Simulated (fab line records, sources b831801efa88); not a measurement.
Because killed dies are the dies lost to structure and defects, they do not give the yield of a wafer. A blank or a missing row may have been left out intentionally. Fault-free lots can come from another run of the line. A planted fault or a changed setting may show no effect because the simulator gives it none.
Comparing a struck lot with a sound one ; flow sky130 ; 15 out of 708 route steps
Sound: wafers L520.2, L520.5, L520.6. Wafers struck: L535.2, L535.3, L535.6. The cause is named last.
Each step with rows lists, per side, the tool, then ch with its chambers, then its first start. Under that, the readings that differ: sound wafers ; struck wafers ; difference of the means ; sigmas: that difference in standard deviations of wafers without a fault.
alike: readings with means less than 2 such deviations apart, plus words and numbers identical on both sides. not compared: withheld readings, readings lacking a value on some wafer, bounds such as >300 that could conceal the same value, and numbers that have no deviation in the record and whose values overlap.
Wherever a step has rows on one side only, a row that says differs or no value, or a row with sigmas, the two part there. Numbers that don't overlap but have no deviation are shown without sigmas and don't part them. A reading that every wafer of one side lacks parts them only if that side has two wafers or more.

SKY_METAL2_THK_MEAS_06: measures by xrf.
  sound on film_metro-03, day 34 22:23; struck on film_metro-03, day 39 22:08
  alike: METAL2_ALCU_THK
then, 8 steps without rows for these wafers: SKY_METAL2_DEHYDRATE_07 (time 60 s); SKY_METAL2_HMDS_08 (prime time 60 s); SKY_METAL2_COAT_09 (resist thk 60 nm); SKY_METAL2_COAT_10 (resist thk 450 nm); SKY_METAL2_SOFTBAKE_11 (time 90 s); SKY_METAL2_EXPOSE_12 (exposes mask MM2, target cd 140 nm); SKY_METAL2_PEB_13; SKY_METAL2_DEVELOP_14 (develop time 60 s).
SKY_METAL2_CD_MEAS_15: target cd 140 nm.
  sound on cd_sem-02, day 36 00:58; struck on cd_sem-02, day 40 23:27
  alike: cd_nm
SKY_METAL2_OVL_MEAS_16:
  sound on overlay-02, day 36 01:04; struck on overlay-01, day 40 23:34
  alike: METAL2_OVL
SKY_METAL2_DESCUM_17: chemistry O2, time 8 s.
  sound on rie_metal-01 ch 0,1, day 36 01:06; struck on rie_metal-04 ch 1, day 40 23:35
  alike: drypump_motor_current_A, oes_product_au
  not compared: rf_hours_counter_h
SKY_METAL2_ETCH_18: etches BARC in N2/H2, stops on SiO2, time 45.9 s, target depth 60 nm.
  sound on rie_metal-01 ch 0,1, day 36 01:08; struck on rie_metal-04 ch 1, day 40 23:37
reading;sound;struck;difference;sigmas
bias_w (W);99.54 100.06 99.87;105.98 106.48 105.98;+6.32;+22
  alike: drypump_motor_current_A, oes_product_au, throttle_valve_pct
  not compared: rf_hours_counter_h
SKY_METAL2_METAL_ETCH_19: etches the open film in Cl2/BCl3, stops on SiO2, target depth 360 nm, time 78 s.
  sound on rie_metal-01 ch 0,1, day 36 01:11; struck on rie_metal-04 ch 1, day 40 23:41
  alike: bias_w, drypump_motor_current_A, oes_product_au, throttle_valve_pct
  not compared: rf_hours_counter_h
-- the record jumps here: 9 days lie between the struck wafers' starts before and after (it left off in module METAL2 and takes up again in module PAD_OPEN, whose first step shown is number 708 of the route) --
SKY_PAD_OPEN_PROBE_99:
  only the struck wafers here have rows in the record (prober-02, day 50 06:21); the sound ones have none

== WHERE THEY PART ==
First at SKY_METAL2_ETCH_18; last, within this record, at SKY_PAD_OPEN_PROBE_99.

WHY: the cause the simulator had injected
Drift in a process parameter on rie_metal-04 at SKY_METAL2_ETCH_18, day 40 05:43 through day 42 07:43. A move of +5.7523 in setting bias_w, from 100. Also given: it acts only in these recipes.
